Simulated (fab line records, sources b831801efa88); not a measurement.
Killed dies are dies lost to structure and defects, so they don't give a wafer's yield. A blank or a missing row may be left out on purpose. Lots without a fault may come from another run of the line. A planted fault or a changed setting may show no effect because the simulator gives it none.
Which tool did it? | flow gf180mcu | 13 lots, 39 wafers sampled, at 4 steps of a route of 602

WHAT THE GAUGES READ, wafer by wafer
GF_M5_CD_MEAS_07: target cd 280 nm.
lot  | measured     | on        | cd_nm (nm)
L991 | day 26 14:35 | cd_sem-01 | 279.6 280.3 280.2
L993 | day 26 22:13 | cd_sem-01 | 282.3 282.5 282.3
L992 | day 27 00:43 | cd_sem-01 | 278.6 280.3 279.8
L995 | day 27 16:08 | cd_sem-01 | 281.8 281.7 280.3
L996 | day 28 00:04 | cd_sem-02 | 279.0 278.1 279.5
L997 | day 28 06:46 | cd_sem-02 | 281.6 281.7 280.0
L998 | day 28 09:27 | cd_sem-01 | 280.3 281.4 280.5
L999 | day 28 16:04 | cd_sem-02 | 280.5 280.4 280.5
L100 | day 29 05:01 | cd_sem-02 | 279.4 280.1 279.3
L101 | day 29 10:23 | cd_sem-02 | 280.2 280.2 280.2
L105 | day 30 20:10 | cd_sem-02 | 281.1 280.7 280.5
L106 | day 31 03:52 | cd_sem-01 | 279.2 279.7 280.8
L107 | day 31 05:10 | cd_sem-01 | 280.9 281.5 280.5

GF_PASSIVATION_THK_MEAS_01.
lot  | measured     | on            | PASSIVATION_CVD_00_THK (nm)
L991 | day 28 11:10 | film_metro-01 | 958 981 1000
L993 | day 28 17:36 | film_metro-02 | 986 996 1017
L992 | day 28 19:51 | film_metro-01 | 983 985 990
L995 | day 29 10:50 | film_metro-02 | 984 986 992
L996 | day 29 18:24 | film_metro-02 | 998 1005 1015
L997 | day 30 01:49 | film_metro-04 | 980 994 991
L998 | day 30 03:28 | film_metro-04 | 999 1026 1009
L999 | day 30 09:26 | film_metro-01 | 994 1004 1007
L100 | day 30 22:10 | film_metro-04 | 995 975 1025
L101 | day 31 02:32 | film_metro-04 | 991 1001 1017
L105 | day 32 09:43 | film_metro-04 | 1004 1006 1025
L106 | day 32 17:51 | film_metro-01 | 997 975 1008
L107 | day 32 19:37 | film_metro-01 | 988 986 1011

WHICH TOOL RAN EACH LOT (tool, then ch and the chambers of the sampled wafers, then the start)
lot  | GF_V2_CMP_26                  | GF_V5_CMP_26
L991 | cmp-02 ch 0,1,2, day 20 16:38 | cmp-01 ch 0,2, day 27 13:29
L993 | cmp-01 ch 0,2,3, day 21 00:18 | cmp-01 ch 0,1,3, day 27 21:10
L992 | cmp-02 ch 0,1,2, day 21 04:04 | cmp-01 ch 0,1,3, day 27 22:48
L995 | cmp-01 ch 0,1, day 22 00:52   | cmp-01 ch 2,3, day 28 14:14
L996 | cmp-01 ch 1,3, day 22 08:58   | cmp-01 ch 0,1,3, day 28 22:01
L997 | cmp-01 ch 0,2,3, day 22 17:55 | cmp-01 ch 0,2,3, day 29 05:17
L998 | cmp-01 ch 0,2,3, day 22 19:34 | cmp-02 ch 0,2, day 29 07:32
L999 | cmp-02 ch 0,3, day 23 02:58   | cmp-01 ch 2,3, day 29 13:53
L100 | cmp-02 ch 0,2,3, day 23 17:18 | cmp-01 ch 0,2,3, day 30 02:47
L101 | cmp-02 ch 0,1,2, day 24 02:19 | cmp-02 ch 0,1,3, day 30 07:26
L105 | cmp-01 ch 0,1,2, day 25 15:17 | cmp-01 ch 0,1, day 31 15:48
L106 | cmp-01 ch 0,3, day 26 00:12   | cmp-02 ch 0,1, day 32 00:16
L107 | cmp-01 ch 1,2, day 26 02:04   | cmp-02 ch 0,2, day 32 01:46
- GF_V2_CMP_26: polishes, stops on SiO2, t overpolish 15 s, target thk 0 nm.
- GF_V5_CMP_26: polishes, stops on SiO2, t overpolish 15 s, target thk 0 nm.

WHAT THE TOOLS THEMSELVES READ (means of the sampled wafers that have a number; where no wafer has one, the mark that the record gives instead)
GF_V2_CMP_26.
lot  | tool   | motor_current_A (A) | overpolish_run_s (s) | platen_rpm (rpm) | time_to_endpoint_s (s)
L991 | cmp-02 | 11.1                | 15.006               | 60.00            | 84
L993 | cmp-01 | 10.7                | 14.995               | 60.02            | 78
L992 | cmp-02 | 11.0                | 14.999               | 60.02            | 82
L995 | cmp-01 | 10.6                | 15.004               | 59.98            | 87
L996 | cmp-01 | 11.4                | 15.008               | 60.00            | 87
L997 | cmp-01 | 10.4                | 15.002               | 60.01            | 85
L998 | cmp-01 | 10.6                | 15.010               | 59.99            | 84
L999 | cmp-02 | 11.1                | 14.994               | 59.98            | 84
L100 | cmp-02 | 11.3                | 15.008               | 59.98            | 83
L101 | cmp-02 | 10.7                | 15.004               | 60.00            | 82
L105 | cmp-01 | 10.3                | 14.998               | 60.01            | 89
L106 | cmp-01 | 10.6                | 15.001               | 60.00            | 79
L107 | cmp-01 | 10.3                | 15.001               | 60.02            | 87

GF_V5_CMP_26.
lot  | tool   | motor_current_A (A) | overpolish_run_s (s) | platen_rpm (rpm) | time_to_endpoint_s (s)
L991 | cmp-01 | 10.3                | 14.994               | 59.94            | 86
L993 | cmp-01 | 11.0                | 15.003               | 60.00            | 90
L992 | cmp-01 | 11.0                | 15.000               | 59.92            | 85
L995 | cmp-01 | 10.8                | 15.005               | 59.95            | 85
L996 | cmp-01 | 11.4                | 15.001               | 59.98            | 89
L997 | cmp-01 | 10.6                | 14.991               | 59.97            | 88
L998 | cmp-02 | 11.0                | 15.000               | 60.08            | 89
L999 | cmp-01 | 11.1                | 14.999               | 60.04            | 82
L100 | cmp-01 | 10.3                | 14.994               | 60.00            | 86
L101 | cmp-02 | 11.0                | 14.991               | 59.97            | 83
L105 | cmp-01 | 11.3                | 15.004               | 60.01            | 94
L106 | cmp-02 | 11.0                | 15.007               | 60.02            | 80
L107 | cmp-02 | 11.1                | 14.999               | 60.02            | 81

THE ANSWER, worked out from the rows above alone
Rule: what is usual is taken from the lots themselves. Put in order of their means at a reading, lots are off if they are a third of the lots or fewer, leave a main group of 4 or more, and stand apart from it by a gap of 3 or more times the standard deviation of the main group's means; of several such gaps the widest counts. A main group whose means are all the same, to the digits that the tables above print for the reading, isn't used. A lot without any number at a reading at which 4 lots or more have one is off too. The other lots that the step has rows for count as sound. The gauges are gone through in route order, then the tools' own readings, and for those a lot's mean is taken as printed above. The first step at which some lot is off is used, and at that step the reading that is off furthest; a lot without a number counts as furthest.
No lot is off at any reading shown: from this, nothing can be told.

WHAT THE SIMULATOR HAD PUT IN
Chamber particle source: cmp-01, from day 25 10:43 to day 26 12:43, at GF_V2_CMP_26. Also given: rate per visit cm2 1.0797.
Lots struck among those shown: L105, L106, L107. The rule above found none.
